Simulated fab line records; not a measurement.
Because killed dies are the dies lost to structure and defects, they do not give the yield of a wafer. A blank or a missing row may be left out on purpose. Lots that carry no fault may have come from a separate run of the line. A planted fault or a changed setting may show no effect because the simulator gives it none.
fab line records	flow sky130
[record] lots = 12	wafers = 36	last-day = 49
route steps=708 shown METAL3@569 VIA3@585 PASSIVATION@693 PAD_OPEN@708
lots untouched by any fault: they come from a run of this same line in which no faults occurred
start-h: hours from the record's opening day to when the first of the lot's shown wafers began	wait-h: time in hours since the lot's previous step	" same as the row above	L1.1+2: a row that stands for several wafers	- no value, or no start given	* or withheld: withheld	< > ~ a bound
route shown NAME@n: names a module that has steps shown in the file, with the first one's number in the route	usual: the fault-free wafers' mean and standard deviation	same: alike in all rows	chamber/n: place in a boat	sites: per-site readings	_std_site: standard deviation of those values	_edge_site: mean of outer sites minus mean of inner sites	radius-mm: how far each site lies from the wafer's centre	mask NAME#n: copy n	behind: the most recent tool/chamber to have shaped the wafer	hold: why the lot went on hold/how many hours it stayed there/how the hold came to an end	device: transistor that didn't switch, given as n, p or np	end of line: tests of these same wafers at the route's end	a step given without rows: its recipe and nothing more	killed: dies lost to structure and defects at the first sort, not the wafer's yield	map: per-die view of a wafer (x killed, . not killed, _ where there is no die)
set.NAME: the run value of the setting; set.NAME@STEP: its run value at that earlier step	model.NAME: the simulator's own value behind a step, which no gauge read
the route's steps for a sample of lots (tables are steps, rows are wafers)
services: the hour from which a tool's chamber was out of use, counted from the record's first day as start-h (under 0 if before that day), plus the number of hours and why
[[steps]]
[step SKY_METAL3_STRIP_19]
[recipe] chemistry = O2/N2	power-w = 1400	pressure-mtorr = 1500	platen-temp-c = withheld	o2-flow-sccm = 3000	n2-flow-sccm = 300	overash-fraction = 0.5
[usual] drypump-motor-current-A = 5.6/0.35	oes-product-au = 0.501/0.0048	strip-time-to-endpoint-s = 6.52/0.07
lot.wafer	tool	chamber	start-h	wait-h	drypump-motor-current-A	oes-product-au	rf-hours-counter-h	strip-time-to-endpoint-s
L965.1	plasma-asher-03	0	912.22	0.1	5.3	0.502	48	6.50
L965.2	"	1	"	"	5.4	0.498	48	6.44
L965.3	"	1	"	"	5.4	0.495	-	6.48
L966.1	plasma-asher-04	1	925.59	0.1	5.8	0.497	107	6.45
L966.2	"	0	"	"	5.4	0.499	107	6.52
L966.3	"	1	"	"	5.8	0.502	-	6.56
L967.1	plasma-asher-04	1	929.82	0.1	5.8	0.506	108	6.62
L967.3	"	0	"	"	5.4	0.503	-	6.59
L967.6	"	1	"	"	5.8	0.496	-	6.44
L968.4	plasma-asher-03	1	936.08	0.1	5.4	0.509	-	6.57
L968.5	"	1	"	"	5.4	0.505	-	6.58
L968.6	"	0	"	"	5.3	0.499	-	6.57
L969.2	plasma-asher-04	1	948.77	0.1	5.8	0.485	110	6.38
L969.3	"	0	"	"	5.4	0.497	-	6.40
L969.4	"	1	"	"	5.8	0.503	-	6.50
L970.1	plasma-asher-03	0	949.79	0.1	5.3	0.505	52	6.50
L970.3	"	1	"	"	5.4	0.499	-	6.50
L970.6	"	0	"	"	5.3	0.500	-	6.45
L971.3	plasma-asher-03	1	969.38	0.1	5.4	0.503	-	6.47
L971.4	"	0	"	"	5.3	0.503	-	6.57
L971.5	"	1	"	"	5.4	0.500	-	6.45
L973.4	plasma-asher-04	0	977.70	0.1	5.4	0.497	-	6.48
L973.5	"	0	"	"	5.4	0.508	-	6.51
L973.6	"	1	"	"	5.8	0.491	-	6.46
L975.2	plasma-asher-03	0	997.77	0.1	5.3	0.501	55	6.50
L975.3	"	0	"	"	5.3	0.498	-	6.47
L975.4	"	1	"	"	5.4	0.508	-	6.48
L976.3	plasma-asher-03	1	1000.85	0.1	5.4	0.494	-	6.52
L976.5	"	1	"	"	5.4	0.506	-	6.63
L976.6	"	0	"	"	5.3	0.494	-	6.44
L977.3	plasma-asher-03	1	1009.81	0.2	5.4	0.497	-	6.49
L977.4	"	0	"	"	5.3	0.499	-	6.51
L977.6	"	0	"	"	5.3	0.499	-	6.45
L980.2	plasma-asher-02	0	1016.25	0.2	6.4	0.500	28	6.54
L980.4	"	1	"	"	5.4	0.512	-	6.59
L980.6	"	0	"	"	6.4	0.504	-	6.60
[step SKY_VIA3_CD_MEAS_12]
[recipe] target-cd-nm = 200
[usual] cd-nm = 200.0/1.1
lot.wafer	tool	chamber	start-h	wait-h	cd-nm
L965.1	cd-sem-02	-	937.53	-	199.6
L965.2	"	-	"	"	199.0
L965.3	"	-	"	"	199.2
L966.1	cd-sem-02	-	951.67	-	200.8
L966.2	"	-	"	"	201.4
L966.3	"	-	"	"	200.6
L967.1	cd-sem-02	-	955.63	-	200.4
L967.3	"	-	"	"	200.1
L967.6	"	-	"	"	201.0
L968.4	cd-sem-01	-	961.20	-	200.4
L968.5	"	-	"	"	200.7
L968.6	"	-	"	"	200.3
L969.2	cd-sem-02	-	973.94	-	202.5
L969.3	"	-	"	"	201.2
L969.4	"	-	"	"	201.4
L970.1	cd-sem-02	-	975.14	-	201.9
L970.3	"	-	"	"	201.3
L970.6	"	-	"	"	200.3
L971.3	cd-sem-02	-	993.97	-	200.0
L971.4	"	-	"	"	200.6
L971.5	"	-	"	"	199.7
L973.4	cd-sem-01	-	1002.68	-	200.1
L973.5	"	-	"	"	200.9
L973.6	"	-	"	"	200.0
L975.2	cd-sem-01	-	1021.36	-	199.6
L975.3	"	-	"	"	199.6
L975.4	"	-	"	"	199.8
L976.3	cd-sem-02	-	1024.63	-	199.8
L976.5	"	-	"	"	199.9
L976.6	"	-	"	"	199.7
L977.3	cd-sem-02	-	1033.58	-	198.3
L977.4	"	-	"	"	198.4
L977.6	"	-	"	"	197.5
L980.2	cd-sem-02	-	1040.31	-	200.6
L980.4	"	-	"	"	199.2
L980.6	"	-	"	"	200.6
[step SKY_VIA3_STRIP_16]
[recipe] chemistry = O2/N2	power-w = 1400	pressure-mtorr = 1500	platen-temp-c = withheld	o2-flow-sccm = 3000	n2-flow-sccm = 300	overash-fraction = 0.5
[usual] drypump-motor-current-A = 5.44/0.18	oes-product-au = 0.403/0.0047	strip-time-to-endpoint-s = 4.140/0.023
lot.wafer	tool	chamber	start-h	wait-h	drypump-motor-current-A	oes-product-au	rf-hours-counter-h	strip-time-to-endpoint-s
L965.1	plasma-asher-03	0	937.79	0.0	5.29	0.404	50	4.124
L965.2	"	1	"	"	5.37	0.407	50	4.106
L965.3	"	0	"	"	5.27	0.405	-	4.131
L966.1	plasma-asher-04	0	951.92	0.0	5.42	0.397	110	4.149
L966.2	"	1	"	"	5.80	0.410	110	4.126
L966.3	"	0	"	"	5.43	0.401	-	4.134
L967.1	plasma-asher-04	1	955.89	0.0	5.79	0.402	111	4.113
L967.3	"	0	"	"	5.40	0.403	-	4.107
L967.6	"	0	"	"	5.42	0.397	-	4.116
L968.4	plasma-asher-04	1	961.43	0.1	5.79	0.397	-	4.152
L968.5	"	0	"	"	5.40	0.399	-	4.130
L968.6	"	1	"	"	5.80	0.400	-	4.134
L969.2	plasma-asher-01	1	974.17	0.0	5.31	0.410	87	4.132
L969.3	"	0	"	"	5.36	0.399	-	4.122
L969.4	"	1	"	"	5.33	0.409	-	4.140
L970.1	plasma-asher-03	1	975.39	0.0	5.40	0.408	53	4.122
L970.3	"	1	"	"	5.37	0.409	-	4.130
L970.6	"	0	"	"	5.25	0.399	-	4.115
L971.3	plasma-asher-03	1	994.23	0.1	5.39	0.403	-	4.159
L971.4	"	0	"	"	5.27	0.397	-	4.184
L971.5	"	0	"	"	5.28	0.403	-	4.151
L973.4	plasma-asher-04	0	1002.91	0.1	5.43	0.400	-	4.144
L973.5	"	0	"	"	5.42	0.413	-	4.173
L973.6	"	1	"	"	5.81	0.398	-	4.141
L975.2	plasma-asher-01	1	1021.59	0.0	5.33	0.404	92	4.167
L975.3	"	1	"	"	5.31	0.410	-	4.182
L975.4	"	0	"	"	5.36	0.413	-	4.194
L976.3	plasma-asher-01	0	1024.88	0.1	5.37	0.397	-	4.103
L976.5	"	0	"	"	5.36	0.400	-	4.147
L976.6	"	1	"	"	5.37	0.400	-	4.116
L977.3	plasma-asher-03	0	1033.83	0.1	5.28	0.400	-	4.128
L977.4	"	1	"	"	5.37	0.402	-	4.135
L977.6	"	0	"	"	5.28	0.408	-	4.132
L980.2	plasma-asher-03	1	1040.54	0.0	5.38	0.398	59	4.136
L980.4	"	0	"	"	5.29	0.394	-	4.126
L980.6	"	0	"	"	5.28	0.404	-	4.149
[step SKY_PASSIVATION_STRIP_12]
[recipe] chemistry = O2/N2	power-w = 1400	pressure-mtorr = 1500	platen-temp-c = withheld	overash-fraction = 0.7	o2-flow-sccm = 3000	n2-flow-sccm = 300
[usual] drypump-motor-current-A = 5.6/0.32	oes-product-au = 0.661/0.0048	strip-time-to-endpoint-s = 31.52/0.11
lot.wafer	tool	chamber	start-h	wait-h	drypump-motor-current-A	oes-product-au	rf-hours-counter-h	strip-time-to-endpoint-s
L965.1	plasma-asher-01	0	1058.87	0.1	5.4	0.665	96	31.68
L965.2	"	1	"	"	5.3	0.660	96	31.54
L965.3	"	0	"	"	5.4	0.660	-	31.74
L966.1	plasma-asher-04	0	1072.24	0.1	5.4	0.660	1	31.76
L966.2	"	1	"	"	5.8	0.662	1	31.80
L966.3	"	0	"	"	5.4	0.665	-	31.75
L967.1	plasma-asher-04	1	1075.54	0.1	5.8	0.665	1	31.42
L967.3	"	1	"	"	5.8	0.655	-	31.68
L967.6	"	1	"	"	5.8	0.657	-	31.45
L968.4	plasma-asher-04	1	1080.58	0.1	5.8	0.662	-	31.62
L968.5	"	1	"	"	5.8	0.664	-	31.53
L968.6	"	0	"	"	5.4	0.659	-	31.63
L969.2	plasma-asher-01	0	1090.69	0.1	5.4	0.669	99	31.37
L969.3	"	0	"	"	5.4	0.661	-	31.38
L969.4	"	1	"	"	5.3	0.664	-	31.44
L970.1	plasma-asher-02	1	1093.22	0.1	5.4	0.659	36	31.63
L970.3	"	0	"	"	6.4	0.660	-	31.60
L970.6	"	0	"	"	6.3	0.657	-	31.56
L971.3	plasma-asher-02	0	1108.38	0.1	6.4	0.651	-	31.41
L971.4	"	1	"	"	5.4	0.663	-	31.49
L971.5	"	0	"	"	6.4	0.654	-	31.50
L973.4	plasma-asher-02	1	1116.60	0.1	5.4	0.655	-	31.64
L973.5	"	0	"	"	6.3	0.655	-	31.60
L973.6	"	1	"	"	5.4	0.659	-	31.56
L975.2	plasma-asher-04	1	1134.17	0.1	5.8	0.664	7	31.29
L975.3	"	0	"	"	5.4	0.656	-	31.53
L975.4	"	1	"	"	5.8	0.662	-	31.38
L976.3	plasma-asher-04	1	1135.45	0.1	5.8	0.661	-	31.46
L976.5	"	0	"	"	5.4	0.658	-	31.53
L976.6	"	1	"	"	5.8	0.667	-	31.59
L977.3	plasma-asher-04	0	1144.33	0.1	5.4	0.659	-	31.51
L977.4	"	1	"	"	5.8	0.660	-	31.46
L977.6	"	1	"	"	5.8	0.669	-	31.57
L980.2	plasma-asher-02	1	1148.57	0.1	5.4	0.652	40	31.55
L980.4	"	1	"	"	5.4	0.658	-	31.54
L980.6	"	1	"	"	5.4	0.661	-	31.56
[step SKY_PAD_OPEN_PROBE_99]
[usual] defect-limited-yield = 82.3/1.9	killed_at_M0_to_M3 = 43/7.4	killed_at_M4_up = 3.3/2	killed-at-contacts = 24/5.4	killed-at-front-end = 16/4.2	killed-at-other = 0.3/0.61	killed-dies = 87/9.4	killed-open = 47/7.3	killed-short = 40/6.7	sort_bin_3_pad_short = 0.9/0.43	sort_bin_5_function = 10.4/1.4	sort_bin_6_memory = 6.4/1.2	sort-n-pass = 405/9.4	sort-yield-pct = 82.3/1.9
[same] gross-dies = 492	killed-at-back-side = 0	sort_bin_4_leakage[%] = 0	sort_bin_8_speed[%] = 0
lot.wafer	tool	chamber	start-h	wait-h	defect-limited-yield[%]	killed_at_M0_to_M3	killed_at_M4_up	killed-at-contacts	killed-at-front-end	killed-at-other	killed-dies	killed-open	killed-short	sort_bin_3_pad_short[%]	sort_bin_5_function[%]	sort_bin_6_memory[%]	sort-n-pass	sort-yield-pct[%]
L977.3	prober-02	-	1165.36	0.2	84.1	46	4	18	9	1	78	43	34	0.4	10.0	5.5	414	84.1
L977.4	prober-02	-	1165.41	0.2	77.8	66	6	24	13	0	109	40	40	3.3	11.8	7.1	383	77.8
L977.6	prober-02	-	1165.51	0.2	79.9	62	2	20	13	2	99	42	26	2.0	12.4	5.7	393	79.9
// killed by level:class
L977.3 VIA2:geometric-particle:open=15 METAL2:geometric-particle:short=9 LI_CONTACT:geometric-particle:open=7 METAL1:geometric-particle:short=7 VIA1:geometric-particle:open=5 VIA3:geometric-particle:open=5 POLY_GATE:geometric-particle:open=4 CONTACT:geometric-particle:short=4
L977.4 METAL3:unspecified=29 CONTACT:geometric-particle:open=9 VIA2:geometric-particle:open=8 METAL3:geometric-particle:short=6 METAL1:geometric-particle:short=6 VIA1:geometric-particle:open=6 CONTACT:geometric-particle:short=5 LI_CONTACT:geometric-particle:short=4
L977.6 METAL3:unspecified=30 VIA1:geometric-particle:open=11 CONTACT:geometric-particle:open=8 VIA2:geometric-particle:open=7 FIELD_ISO:geometric-particle:short=4 CONTACT:geometric-particle:short=4 VIA2:geometric-particle:short=3 POLY_GATE:geometric-particle:open=3
[[services]]
tool	chamber	start-h	hours	kind
plasma-asher-03	-	950.80	14.6	pm
plasma-asher-04	-	1055.25	9.0	pm
plasma-asher-04	0	1055.25	9.0	vent-cycle
plasma-asher-04	1	1055.25	9.0	vent-cycle
plasma-asher-02	-	1057.23	2.8	pm
plasma-asher-04	0	1064.25	-	clean
plasma-asher-04	1	1064.25	-	clean
plasma-asher-04	-	1083.20	3.8	repair
plasma-asher-04	-	1085.09	2.1	repair
plasma-asher-03	-	1094.04	4.5	repair
plasma-asher-01	-	1103.63	2.1	repair
plasma-asher-02	-	1130.84	14.6	pm
plasma-asher-04	-	1134.72	0.4	repair
[[key]]
[first-sign] step = SKY_PAD_OPEN_PROBE_99	reading = sort_bin_3_pad_short	direction = up	sigmas = 4	usual = 0.9	struck = 2.6
[effect] step = SKY_PAD_OPEN_PROBE_99	reading = killed_at_M0_to_M3	direction = up	sigmas = 2.9	usual = 43	struck = 64
met-at SKY_METAL3_STRIP_19
struck-lots L977
struck-wafers L977.4,L977.6
not-acting-at SKY_VIA3_CD_MEAS_12,SKY_VIA3_STRIP_16,SKY_PASSIVATION_STRIP_12
onset-between 1000.85 1009.81
[fault] kind = chamber-particle-source	tool = plasma-asher-03	chamber = 0	onset-h = 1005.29	steps = SKY_METAL3_STRIP_19	rate-per-visit-cm2 = 0.97796	end-h = 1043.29
